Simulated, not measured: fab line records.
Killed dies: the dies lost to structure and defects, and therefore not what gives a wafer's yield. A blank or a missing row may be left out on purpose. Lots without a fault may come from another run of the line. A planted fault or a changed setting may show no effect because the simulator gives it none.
What tool caused it? | flow sky130 | 12 lots, 36 wafers sampled, at 2 steps of a route of 708

## WHAT EACH GAUGE READ, for each wafer
SKY_VT_ADJUST_NCORE_OVL_MEAS_08.
lot  | measured     | on         | VT_ADJUST_NCORE_OVL (nm)
L152 | day 7 21:22  | overlay-02 | -1.0 -1.0 0.7
L156 | day 8 13:38  | overlay-01 | 1.5 0.6 -0.2
L158 | day 8 19:47  | overlay-02 | -5.5 -1.7 0.1
L163 | day 9 23:19  | overlay-02 | 0.2 -0.5 -0.9
L164 | day 10 02:40 | overlay-01 | 0.6 2.3 2.0
L165 | day 10 08:20 | overlay-02 | -2.4 -2.9 -3.0
L166 | day 10 12:50 | overlay-02 | 0.8 -3.4 1.4
L171 | day 18 20:46 | overlay-02 | -0.8 1.1 2.0
L169 | day 18 20:55 | overlay-01 | -1.3 0.2 -1.5
L172 | day 18 21:58 | overlay-01 | -1.8 -1.3 -0.8
L174 | day 18 22:34 | overlay-01 | 0.5 2.9 1.8
L173 | day 18 23:28 | overlay-01 | 0.7 -0.5 0.6

SKY_GATE_OXIDE_OVL_MEAS_10.
lot  | measured     | on         | GATE_OXIDE_OVL (nm)
L152 | day 11 14:23 | overlay-01 | 0.9 0.2 1.8
L156 | day 13 00:47 | overlay-01 | -0.8 -1.5 -1.0
L158 | day 13 16:20 | overlay-01 | 0.6 0.1 1.2
L163 | day 14 19:43 | overlay-02 | -3.4 -3.5 -3.8
L164 | day 15 02:10 | overlay-02 | -0.8 0.0 -1.7
L165 | day 15 06:07 | overlay-02 | -0.3 -1.3 -0.4
L166 | day 15 15:58 | overlay-01 | 0.0 0.2 -1.7
L171 | day 25 05:31 | overlay-01 | 0.0 0.5 0.8
L169 | day 25 07:31 | overlay-02 | -1.1 -2.4 -1.3
L172 | day 25 08:56 | overlay-02 | -1.1 -1.1 -0.4
L174 | day 25 09:14 | overlay-01 | -0.2 -0.7 -0.3
L173 | day 25 09:32 | overlay-02 | 0.8 -0.2 -0.1

## TOOL THAT RAN EACH LOT (tool first, then ch and the chambers of the sampled wafers, then the start)
The record holds no process step before these readings.

## WHAT THE TOOLS THEMSELVES READ (means of the sampled wafers that have a number; where no wafer has one, the mark that the record gives instead)
The record holds no such reading with a usual standard deviation.

## THE ANSWER, worked out from the rows above alone
Rule: the lots themselves supply what counts as usual. The widest of any qualifying gaps counts: lots, ordered by their means at a reading, are off when they make up no more than a third of the lots, leave a main group of 4 or more, and stand apart from it by 3 or more times the standard deviation of that group's means. If all means in a main group match to the digits the tables above print for the reading, that group is not used. A lot without any number at a reading at which 4 lots or more have one is off too. All remaining lots with rows at the step are treated as sound. The gauges are gone through in route order, then the tools' own readings, and for those a lot's mean is taken as printed above. At the first step where some lot is off, the reading lying furthest off is the one used; lots without a number count as furthest.
No lot is off on any of the readings shown, so nothing can be concluded from this.

## WHAT THE SIMULATOR HAD PUT IN
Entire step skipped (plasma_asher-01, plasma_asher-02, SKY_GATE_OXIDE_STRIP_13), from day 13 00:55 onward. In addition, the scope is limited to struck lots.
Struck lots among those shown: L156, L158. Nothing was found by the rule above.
